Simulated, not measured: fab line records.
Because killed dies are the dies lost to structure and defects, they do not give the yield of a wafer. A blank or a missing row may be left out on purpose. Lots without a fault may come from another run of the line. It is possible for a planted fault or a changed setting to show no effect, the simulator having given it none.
Chamber matching :: flow gf180mcu :: GF_PASSIVATION_CVD_00 on pecvd-01 has 3 sister chambers
The step deposits SiO2 from TEOS, target thk 1000 nm, time 111.95 s. 6 wafers are shown with their chamber, then 7 later ones without.

## WAFERS PAIRED WITH THEIR CHAMBERS
wafer: L877.4
chamber: 1
heater power w (W): 555

wafer: L879.1
chamber: 1
heater power w (W): 669

wafer: L879.3
chamber: 2
heater power w (W): 752

wafer: L879.5
chamber: 0
heater power w (W): 899

wafer: L882.1
chamber: 0
heater power w (W): 891

wafer: L882.2
chamber: 2
heater power w (W): 630

## WAFERS MISSING THEIR CHAMBER
wafer: L882.4
heater power w (W): 653

wafer: L884.1
heater power w (W): 639

wafer: L884.2
heater power w (W): 899

wafer: L884.4
heater power w (W): 607

wafer: L885.2
heater power w (W): 867

wafer: L885.3
heater power w (W): 634

wafer: L885.6
heater power w (W): 702

## WHICH CHAMBER EACH WENT THROUGH
wafer: L882.4
from the rows above: can't be placed: 2 or 1
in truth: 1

wafer: L884.1
from the rows above: can't be placed: 1 or 2
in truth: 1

wafer: L884.2
from the rows above: 0
in truth: 0

wafer: L884.4
from the rows above: can't be placed: 1 or 2
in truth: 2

wafer: L885.2
from the rows above: 0
in truth: 0

wafer: L885.3
from the rows above: can't be placed: 1 or 2
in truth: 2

wafer: L885.6
from the rows above: can't be placed: 2 or 1
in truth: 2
2 of 7 placed correctly. Cannot be placed on the basis of these rows: 5; the candidates contain the true chamber in 5. Wrongly placed: 0.
How it was worked out, from the rows above alone: a wafer's distance from a chamber is the root of the sum, over the readings, of the square of ((its reading less the chamber's mean) divided by the reading's scatter). The wafer belongs to the nearest chamber; if the next one is less than 2 further off, it can't be placed. Each chamber's mean is taken over the wafers shown for it. The scatter: the root of (the sum of the squares of (reading less its chamber's mean) over the shown wafers, divided by (wafers less chambers)).
